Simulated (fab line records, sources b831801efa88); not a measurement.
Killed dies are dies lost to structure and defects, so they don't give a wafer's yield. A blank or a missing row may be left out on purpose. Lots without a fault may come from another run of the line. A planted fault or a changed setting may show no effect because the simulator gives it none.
Which tool did it? | flow sky130 | 12 lots, 36 wafers sampled, at 3 steps of a route of 708

WHAT THE GAUGES READ, wafer by wafer
SKY_FIELD_ISO_THK_MEAS_23. Usual: FIELD_ISO_OXIDATION_01_THK 9.95 nm, standard deviation 0.17.
lot  | measured    | on            | FIELD_ISO_OXIDATION_01_THK (nm) | flag
L831 | day 2 10:37 | film_metro-02 | 9.91 9.87 9.85                  |
L832 | day 2 18:56 | film_metro-04 | 10.08 10.28 10.12               |
L833 | day 2 20:50 | film_metro-02 | 9.70 9.71 9.61                  |
L834 | day 2 23:43 | film_metro-01 | 9.84 9.83 9.73                  |
L836 | day 3 07:56 | film_metro-01 | 9.76 9.80 10.10                 |
L837 | day 3 12:51 | film_metro-02 | 10.05 10.12 9.93                |
L838 | day 3 17:31 | film_metro-04 | 9.98 10.00 10.22                |
L842 | day 4 17:09 | film_metro-01 | 10.49 10.28 10.37               |
L845 | day 5 07:17 | film_metro-01 | 10.16 10.03 10.11               |
L846 | day 5 13:46 | film_metro-04 | 9.77 9.83 9.68                  |
L847 | day 5 16:42 | film_metro-02 | 10.00 9.92 9.99                 |
L854 | day 7 09:53 | film_metro-02 | 9.71 9.69 9.78                  |

SKY_PWDE_TW_MEAS_10. Usual: PWDE_TW 376, standard deviation 3.4.
lot  | measured    | on            | PWDE_TW     | flag
L831 | day 3 22:31 | film_metro-04 | 375 375 376 |
L832 | day 4 07:41 | film_metro-04 | 377 377 379 |
L833 | day 4 09:13 | film_metro-01 | 380 381 381 |
L834 | day 4 13:35 | film_metro-03 | 374 374 374 |
L836 | day 4 23:09 | film_metro-03 | 372 375 375 |
L837 | day 5 03:08 | film_metro-03 | 373 371 373 |
L838 | day 5 08:22 | film_metro-04 | 376 376 377 |
L842 | day 6 09:11 | film_metro-03 | 370 371 368 |
L845 | day 7 01:05 | film_metro-01 | 380 378 380 |
L846 | day 7 07:41 | film_metro-01 | 378 377 380 |
L847 | day 7 13:04 | film_metro-04 | 377 377 374 |
L854 | day 9 08:09 | film_metro-03 | 375 375 375 |

WHICH TOOL RAN EACH LOT (tool, then ch and the chambers of the sampled wafers, then the start)
lot  | SKY_FIELD_ISO_CMP_27
L831 | cmp-01 ch 0,1, day 2 12:22
L832 | cmp-01 ch 0,1,3, day 2 20:43
L833 | cmp-01 ch 0,1, day 2 22:32
L834 | cmp-01 ch 0,2,3, day 3 01:32
L836 | cmp-02 ch 0,1,2, day 3 10:57
L837 | cmp-02 ch 1,2,3, day 3 15:47
L838 | cmp-01 ch 1,2,3, day 3 20:02
L842 | cmp-01 ch 2,3, day 4 18:49
L845 | cmp-02 ch 2,3, day 5 09:01
L846 | cmp-01 ch 0,1,3, day 5 15:26
L847 | cmp-01 ch 0,1,2, day 5 18:23
L854 | cmp-02 ch 1,2,3, day 7 11:35
- SKY_FIELD_ISO_CMP_27: polishes, stops on Si3N4, t overpolish 16 s, target thk 457.8 nm.

WHAT THE TOOLS THEMSELVES READ (means of the sampled wafers that have a number; where no wafer has one, the mark that the record gives instead)
SKY_FIELD_ISO_CMP_27. Usual: head_pressure_psi 3.999 psi, standard deviation 0.0092; motor_current_A 12.5 A, standard deviation 1.3; overpolish_run_s 15.999 s, standard deviation 0.0093; retaining_ring_pressure_frac 1.000, standard deviation 0.0051; time_to_endpoint_s 111 s, standard deviation 3.3.
lot  | tool   | head_pressure_psi (psi) | motor_current_A (A) | overpolish_run_s (s) | retaining_ring_pressure_frac | time_to_endpoint_s (s) | flag
L831 | cmp-01 | 4.003                   | 13.1                | 15.996               | 1.001                        | 111                    |
L832 | cmp-01 | 3.997                   | 12.8                | 15.995               | 1.000                        | 109                    |
L833 | cmp-01 | 3.993                   | 13.1                | 15.999               | 1.004                        | 110                    |
L834 | cmp-01 | 3.996                   | 13.4                | 16.005               | 0.999                        | 108                    |
L836 | cmp-02 | 4.004                   | 11.0                | 16.005               | 0.999                        | 115                    |
L837 | cmp-02 | 4.002                   | 10.4                | 15.999               | 0.995                        | 115                    |
L838 | cmp-01 | 3.999                   | 12.8                | 15.997               | 1.000                        | 107                    |
L842 | cmp-01 | 4.000                   | 13.0                | 15.998               | 1.002                        | 112                    |
L845 | cmp-02 | 4.002                   | 12.2                | 16.001               | 0.998                        | 110                    |
L846 | cmp-01 | 4.012                   | 12.9                | 18.204               | 0.997                        | 111                    | OFF
L847 | cmp-01 | 3.999                   | 13.1                | 18.207               | 0.998                        | 111                    | OFF
L854 | cmp-02 | 3.998                   | 11.0                | 15.995               | 1.002                        | 114                    |

THE ANSWER, worked out from the rows above alone
Rule: a lot is off if the mean of its wafers that have a number lies more than 3 standard deviations from the usual mean. A lot without any number at a reading at which 4 lots or more have one is off too. The other lots that the step has rows for count as sound. The gauges are gone through in route order, then the tools' own readings, and for those a lot's mean is taken as printed above. The first step at which some lot is off is used, and at that step the reading that is off furthest; a lot without a number counts as furthest.
Off: L846, L847, at SKY_FIELD_ISO_CMP_27 (overpolish_run_s).
A tool fits if, at that step or a process step before it, it ran every lot that is off, and no sound lot after the first of them. One fits: cmp-01 at SKY_FIELD_ISO_CMP_27. Its last sound lot is L842 (day 4 18:49), its first lot that is off L846 (day 5 15:26): a fault that began between those two fits.
The tool's own readings at SKY_FIELD_ISO_CMP_27 bear it out: on the lots that are off they differ by more than 5 times the standard deviation of the sound lots' means. overpolish_run_s reads 18.206 s there against 15.999 s on the sound lots.

WHAT THE SIMULATOR HAD PUT IN
Process parameter drift: cmp-01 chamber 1, from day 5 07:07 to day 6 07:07, at SKY_FIELD_ISO_CMP_27. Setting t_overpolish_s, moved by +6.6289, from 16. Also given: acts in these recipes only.
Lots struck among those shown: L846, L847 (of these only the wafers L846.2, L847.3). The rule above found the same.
